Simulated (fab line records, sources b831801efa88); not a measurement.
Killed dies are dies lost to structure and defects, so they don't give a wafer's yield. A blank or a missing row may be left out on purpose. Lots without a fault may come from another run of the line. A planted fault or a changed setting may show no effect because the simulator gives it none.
A struck lot beside a sound one | flow sky130 | 17 steps out of a route of 708
Sound: wafers L108.2, L108.3, L108.4. Struck: wafers L116.2, L116.5, L116.6. The cause comes at the end.
At each step with rows: each side's tool, then ch and its chambers, then its first start. Under that, the readings that differ: sound wafers | struck wafers | difference of the means | sigmas: that difference in standard deviations of wafers without a fault.
alike: readings whose means differ by less than 2 such deviations, and words and numbers that are the same on both sides. not compared: withheld readings, readings that some wafer has no value for, bounds like >300 that may hide the same value, and numbers for which the record gives no deviation and whose values overlap.
The two part at a step that has a row with sigmas, a row that says differs or no value, or rows on one side only. Numbers that don't overlap but have no deviation are shown without sigmas and don't part them. A reading that every wafer of one side lacks parts them only if that side has two wafers or more.

first, 5 steps without rows for these wafers: SKY_SD_N_COAT_02 (resist thk 1140 nm); SKY_SD_N_SOFTBAKE_03 (time 60 s); SKY_SD_N_EXPOSE_04 (exposes mask NSDM, target cd 380 nm); SKY_SD_N_PEB_05; SKY_SD_N_DEVELOP_06 (develop time 60 s).
SKY_SD_N_CD_MEAS_07: target cd 380 nm.
  sound on cd_sem-01, day 29 12:45; struck on cd_sem-02, day 32 02:47
  alike: cd_nm
SKY_SD_N_OVL_MEAS_08:
  sound on overlay-02, day 29 12:52; struck on overlay-02, day 32 02:53
  alike: SD_N_OVL
then, 2 steps without rows for these wafers: SKY_SD_N_IMPLANT_09; SKY_SD_N_IMPLANT_10.
SKY_SD_N_STRIP_11: strips in O2/N2.
  sound on plasma_asher-01 ch 0,1, day 29 13:11; struck on plasma_asher-02 ch 0,1, day 32 03:13
  alike: drypump_motor_current_A, o2_flow_sccm, oes_product_au, strip_time_to_endpoint_s
  not compared: rf_hours_counter_h
SKY_SD_N_TW_MEAS_12:
  sound on film_metro-02, day 29 13:18; struck on film_metro-03, day 32 03:20
  alike: SD_N_TW
then, 1 step without rows for these wafers: SKY_SD_N_CLEAN_13 (cleans in SC1/SC2, time 150 s).
SKY_SD_N_RTA_14: time 2 s.
  sound on rtp_anneal-01 ch 0, day 29 13:25; struck on rtp_anneal-01 ch 0, day 32 03:26
  reading            | sound             | struck            | difference | sigmas
  lamp_power_pct (%) | 15.68 15.74 15.75 | 15.11 15.08 14.98 | -0.67      | -13
  alike: wafer_temp_C_max
SKY_SD_N_RS_MEAS_16: measures by four-point-probe.
  sound on film_metro-03, day 29 13:35; struck on film_metro-04, day 32 03:38
  reading          | sound             | struck            | difference | sigmas
  SD_N_RS (ohm/sq) | 68.62 68.63 68.66 | 71.57 71.64 71.57 | +2.96      | +27
SKY_SD_N_RS_MEAS_17: measures by four-point-probe.
  sound on film_metro-03, day 29 13:43; struck on film_metro-04, day 32 03:45
  reading          | sound             | struck            | difference | sigmas
  SD_P_RS (ohm/sq) | 147.5 147.8 147.5 | 164.5 164.3 164.6 | +16.9      | +46
SKY_SD_N_RS_MEAS_18: measures by four-point-probe.
  sound on film_metro-03, day 29 13:50; struck on film_metro-04, day 32 03:52
  reading               | sound             | struck            | difference | sigmas
  RES_XHIGH_RS (ohm/sq) | 331.6 332.7 332.1 | 336.9 337.0 336.8 | +4.8       | +4
-- the record jumps here: 17 days lie between the struck wafers' starts before and after (it left off in module SD_N and takes up again in module PAD_OPEN, whose first step shown is number 708 of the route) --
SKY_PAD_OPEN_PROBE_99:
  sound on prober-02, day 47 01:33; struck on prober-02, day 48 21:21
  reading                              | sound             | struck          | difference | sigmas
  model.etest.res_xhigh_po.line_ohm_um | 5679 5690 5637    | 7113 7023 6852  | +1327      |
  model.etest.res_xhigh_po.rs_ohm_sq   | 1982 2006 2011    | 2466 2451 2429  | +449       |
  model.etest.tip_p.rs_ohm_sq          | 6926 6930 6921    | 6964 7012 6938  | +46        |
  model.etest.res_pdiff.line_ohm_um    | 1342 1413 1381    | 1518 1572 1523  | +159       |
  model.etest.res_high_po.line_ohm_um  | 755.9 752.2 756.9 | 885.6 888.5 872 | +127.0     |
  model.etest.licon_high_po.rc_ohm     | 344.5 368.9 368   | 481 464.1 486.5 | +117       |
  model.etest.tip_p_5v.rs_ohm_sq       | 2823 2820 2840    | 2894 2891 2908  | +70        |
  alike: killed_at_M0_to_M3, killed_at_M4_up, killed_at_contacts, killed_at_front_end, killed_at_other, killed_dies, killed_open, killed_short
  not compared: model.etest.pfet_01v8.r_on_ohm_um

WHERE THEY PART
First at SKY_SD_N_RTA_14; last, within this record, at SKY_SD_N_RS_MEAS_18. Later steps at which nothing parts them and some readings are alike: SKY_PAD_OPEN_PROBE_99.

WHY: what the simulator had put in
Process parameter drift: rtp_anneal-01, from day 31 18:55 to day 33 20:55, at SKY_SD_N_RTA_14. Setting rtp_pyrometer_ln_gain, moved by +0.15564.
